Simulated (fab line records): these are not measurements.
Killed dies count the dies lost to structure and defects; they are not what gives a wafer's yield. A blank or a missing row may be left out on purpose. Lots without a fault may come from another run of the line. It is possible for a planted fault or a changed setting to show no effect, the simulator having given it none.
What tool caused it? | flow gf180mcu | Sampling: 7 lots, 21 wafers, 3 of 602 route steps

== WHAT EACH GAUGE READ, for each wafer ==
GF_TOP_METAL_CD_MEAS_14: target cd 440 nm.
lot  | measured     | on        | cd_nm (nm)
L485 | day 29 21:11 | cd_sem-01 | 443.5 443.9 444.2
L491 | day 31 17:28 | cd_sem-01 | 442.1 440.9 440.5
L494 | day 32 12:14 | cd_sem-01 | 441.9 441.9 440.5
L498 | day 33 08:40 | cd_sem-01 | 444.0 441.9 442.1
L500 | day 33 16:35 | cd_sem-01 | 439.9 441.1 442.1
L502 | day 34 08:26 | cd_sem-01 | 438.1 440.7 441.1

== WHICH TOOL RAN EACH LOT (tool, then ch and the chambers of the sampled wafers, then the start) ==
lot  | GF_SALICIDE_WET_ETCH_07         | GF_TOP_METAL_SPUTTER_00
L483 | wet_bench-01 ch 3, day 16 12:04 | -
L485 | wet_bench-04 ch 0, day 17 07:08 | pvd_sputter-04, day 29 02:22
L491 | wet_bench-04 ch 3, day 19 14:30 | pvd_sputter-03, day 31 00:32
L494 | wet_bench-02 ch 3, day 20 16:58 | pvd_sputter-03, day 31 19:07
L498 | wet_bench-01 ch 0, day 22 01:24 | pvd_sputter-02, day 32 17:00
L500 | wet_bench-02 ch 0, day 22 14:55 | pvd_sputter-02, day 33 01:23
L502 | wet_bench-01 ch 3, day 23 07:37 | pvd_sputter-04, day 33 17:25
- GF_SALICIDE_WET_ETCH_07: etches the open film in SPM, target depth 120 nm.
- GF_TOP_METAL_SPUTTER_00: material Ti, target thk 37.5 nm, time 150 s.

== THE ANSWER, worked out from the rows above alone ==
Rule: the lots themselves supply what counts as usual. The widest of any qualifying gaps counts: lots, ordered by their means at a reading, are off when they make up no more than a third of the lots, leave a main group of 4 or more, and stand apart from it by 3 or more times the standard deviation of that group's means. The tables above print the reading to a certain number of digits; a main group whose means all agree to those digits is not used. A lot without any number at a reading at which 4 lots or more have one is off too. The other lots that the step has rows for count as sound.
Nothing can be told from this: no lot is off at any reading shown.

== WHAT THE SIMULATOR PUT IN ==
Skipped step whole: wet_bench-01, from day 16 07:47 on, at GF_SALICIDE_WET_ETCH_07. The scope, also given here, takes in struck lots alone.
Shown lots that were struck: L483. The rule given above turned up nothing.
